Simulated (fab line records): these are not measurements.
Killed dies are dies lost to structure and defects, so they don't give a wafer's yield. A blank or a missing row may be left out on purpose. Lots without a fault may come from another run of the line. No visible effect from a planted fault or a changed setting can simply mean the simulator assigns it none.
Chamber matching / flow gf180mcu / GF_V4_CMP_26 on cmp-01 has 4 sister chambers
The step polishes, stops on SiO2, t overpolish 15 s, target thk 0 nm. 20 wafers are shown with their chamber, then 10 later ones without.

## WAFERS WITH THEIR CHAMBER
wafer=L075.2; chamber=0; motor-current-A (A)=10.5; time-to-endpoint-s (s)=87; platen-rpm (rpm)=60.03
wafer=L075.3; chamber=2; motor-current-A (A)=10.2; time-to-endpoint-s (s)=94; platen-rpm (rpm)=60.03
wafer=L075.4; chamber=1; motor-current-A (A)=10.1; time-to-endpoint-s (s)=86; platen-rpm (rpm)=60.00
wafer=L076.1; chamber=2; motor-current-A (A)=10.0; time-to-endpoint-s (s)=90; platen-rpm (rpm)=60.01
wafer=L076.3; chamber=0; motor-current-A (A)=10.5; time-to-endpoint-s (s)=83; platen-rpm (rpm)=60.00
wafer=L076.5; chamber=2; motor-current-A (A)=9.9; time-to-endpoint-s (s)=90; platen-rpm (rpm)=60.01
wafer=L077.1; chamber=1; motor-current-A (A)=10.5; time-to-endpoint-s (s)=86; platen-rpm (rpm)=59.97
wafer=L077.2; chamber=2; motor-current-A (A)=9.8; time-to-endpoint-s (s)=93; platen-rpm (rpm)=60.00
wafer=L077.4; chamber=0; motor-current-A (A)=10.5; time-to-endpoint-s (s)=91; platen-rpm (rpm)=60.00
wafer=L078.3; chamber=0; motor-current-A (A)=10.3; time-to-endpoint-s (s)=90; platen-rpm (rpm)=60.01
wafer=L078.5; chamber=0; motor-current-A (A)=10.6; time-to-endpoint-s (s)=89; platen-rpm (rpm)=59.96
wafer=L078.6; chamber=1; motor-current-A (A)=10.6; time-to-endpoint-s (s)=87; platen-rpm (rpm)=60.00
wafer=L082.1; chamber=1; motor-current-A (A)=10.7; time-to-endpoint-s (s)=89; platen-rpm (rpm)=59.93
wafer=L082.2; chamber=2; motor-current-A (A)=10.2; time-to-endpoint-s (s)=95; platen-rpm (rpm)=60.06
wafer=L082.5; chamber=2; motor-current-A (A)=10.1; time-to-endpoint-s (s)=89; platen-rpm (rpm)=59.98
wafer=L084.1; chamber=0; motor-current-A (A)=10.4; time-to-endpoint-s (s)=87; platen-rpm (rpm)=59.95
wafer=L084.3; chamber=1; motor-current-A (A)=10.2; time-to-endpoint-s (s)=87; platen-rpm (rpm)=60.02
wafer=L084.5; chamber=2; motor-current-A (A)=10.4; time-to-endpoint-s (s)=93; platen-rpm (rpm)=59.91
wafer=L086.1; chamber=3; motor-current-A (A)=9.2; time-to-endpoint-s (s)=83; platen-rpm (rpm)=60.04
wafer=L086.3; chamber=2; motor-current-A (A)=10.3; time-to-endpoint-s (s)=92; platen-rpm (rpm)=59.99

SIGNATURES (means of the wafers above)
reading=motor-current-A; chamber 0=10.467; chamber 1=10.420; chamber 2=10.113; chamber 3=9.200; scatter within a chamber=0.195
reading=time-to-endpoint-s; chamber 0=87.83; chamber 1=87.00; chamber 2=92.00; chamber 3=83.00; scatter within a chamber=2.22
reading=platen-rpm; chamber 0=59.9917; chamber 1=59.9840; chamber 2=59.9988; chamber 3=60.0400; scatter within a chamber=0.0378
Rule: a wafer lies at a distance from a chamber equal to the root of the sum of squares, over the readings, of (its reading less the chamber's mean, divided by the reading's scatter). The wafer belongs to the nearest chamber; if the next one is less than 2 further off, it can't be placed. The scatter: take each reading less its chamber's mean, square it, sum over the shown wafers, divide by the number of wafers less the number of chambers, and take the root.

## WAFERS WITH NO CHAMBER GIVEN
wafer=L086.4; motor-current-A (A)=10.6; time-to-endpoint-s (s)=85; platen-rpm (rpm)=60.02
wafer=L087.2; motor-current-A (A)=10.2; time-to-endpoint-s (s)=88; platen-rpm (rpm)=59.99
wafer=L087.4; motor-current-A (A)=10.2; time-to-endpoint-s (s)=84; platen-rpm (rpm)=59.96
wafer=L087.6; motor-current-A (A)=10.6; time-to-endpoint-s (s)=88; platen-rpm (rpm)=59.98
wafer=L088.1; motor-current-A (A)=9.8; time-to-endpoint-s (s)=89; platen-rpm (rpm)=59.96
wafer=L088.4; motor-current-A (A)=10.1; time-to-endpoint-s (s)=85; platen-rpm (rpm)=59.94
wafer=L088.6; motor-current-A (A)=9.3; time-to-endpoint-s (s)=82; platen-rpm (rpm)=60.04
wafer=L097.2; motor-current-A (A)=10.2; time-to-endpoint-s (s)=85; platen-rpm (rpm)=60.04
wafer=L097.5; motor-current-A (A)=9.3; time-to-endpoint-s (s)=78; platen-rpm (rpm)=59.93
wafer=L097.6; motor-current-A (A)=10.1; time-to-endpoint-s (s)=86; platen-rpm (rpm)=59.97

## WHICH CHAMBER EACH WENT THROUGH
wafer=L086.4; from the rows above=can't be placed: 1 or 0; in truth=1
wafer=L087.2; from the rows above=can't be placed: 1 or 0 or 2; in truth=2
wafer=L087.4; from the rows above=can't be placed: 1 or 0 or 2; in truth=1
wafer=L087.6; from the rows above=can't be placed: 0 or 1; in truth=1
wafer=L088.1; from the rows above=can't be placed: 2 or 1 or 0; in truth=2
wafer=L088.4; from the rows above=can't be placed: 1 or 0 or 2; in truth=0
wafer=L088.6; from the rows above=3; in truth=3
wafer=L097.2; from the rows above=can't be placed: 1 or 0 or 2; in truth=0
wafer=L097.5; from the rows above=3; in truth=3
wafer=L097.6; from the rows above=can't be placed: 1 or 0 or 2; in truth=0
Correctly placed: 2 of 10. Not placeable from these rows: 8 (in 8, the candidates include the true chamber). Wrongly placed: 0.
